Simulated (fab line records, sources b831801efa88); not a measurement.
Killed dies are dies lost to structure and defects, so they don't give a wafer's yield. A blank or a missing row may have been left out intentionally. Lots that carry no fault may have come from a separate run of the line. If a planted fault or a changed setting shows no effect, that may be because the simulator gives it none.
Chamber matching :: flow sky130 :: cmp-01 running SKY_VIA2_CMP_02: 4 sister chambers
The step polishes SiO2. 7 wafers are shown with their chamber, then 7 later ones without.

== WAFERS PAIRED WITH THEIR CHAMBERS ==
wafer: L504.6
chamber: 1
motor_current_A (A): 11.5
edge_zone_pressure_frac: 1.007

wafer: L509.6
chamber: 2
motor_current_A (A): 13.2
edge_zone_pressure_frac: 1.007

wafer: L517.1
chamber: 3
motor_current_A (A): 10.7
edge_zone_pressure_frac: 0.999

wafer: L517.4
chamber: 2
motor_current_A (A): 13.3
edge_zone_pressure_frac: 1.008

wafer: L517.5
chamber: 1
motor_current_A (A): 12.2
edge_zone_pressure_frac: 1.004

wafer: L519.2
chamber: 0
motor_current_A (A): 9.4
edge_zone_pressure_frac: 0.997

wafer: L519.4
chamber: 3
motor_current_A (A): 10.6
edge_zone_pressure_frac: 0.993

== WAFERS MISSING THEIR CHAMBER ==
wafer: L519.6
motor_current_A (A): 13.2
edge_zone_pressure_frac: 1.003

wafer: L520.1
motor_current_A (A): 10.5
edge_zone_pressure_frac: 1.007

wafer: L520.2
motor_current_A (A): 13.4
edge_zone_pressure_frac: 0.998

wafer: L520.6
motor_current_A (A): 10.6
edge_zone_pressure_frac: 0.991

wafer: L524.2
motor_current_A (A): 11.0
edge_zone_pressure_frac: 1.002

wafer: L524.5
motor_current_A (A): 9.4
edge_zone_pressure_frac: 0.996

wafer: L524.6
motor_current_A (A): 11.8
edge_zone_pressure_frac: 0.999

== WHICH CHAMBER EACH WENT THROUGH ==
wafer: L519.6
from the rows above: 2
in truth: 2

wafer: L520.1
from the rows above: can't be placed: 3 or 1 or 0
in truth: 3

wafer: L520.2
from the rows above: 2
in truth: 2

wafer: L520.6
from the rows above: 3
in truth: 3

wafer: L524.2
from the rows above: can't be placed: 3 or 1
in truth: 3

wafer: L524.5
from the rows above: 0
in truth: 0

wafer: L524.6
from the rows above: can't be placed: 1 or 3
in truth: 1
Correctly placed: 4 of 7. Can't be placed from these rows: 3 (the true chamber is among the candidates in 3). 0 placed wrongly.
How it was worked out, from the rows above alone: a wafer's distance from a chamber is the root of the sum, over the readings, of the square of ((its reading less the chamber's mean) divided by the reading's scatter). The wafer belongs to the nearest chamber; if the next one is less than 2 further off, it can't be placed. A chamber's mean is the mean of its shown wafers. How the scatter is found: for the shown wafers, subtract from each reading the mean of its chamber, square and add these, divide the total by (wafers less chambers), then take the root.
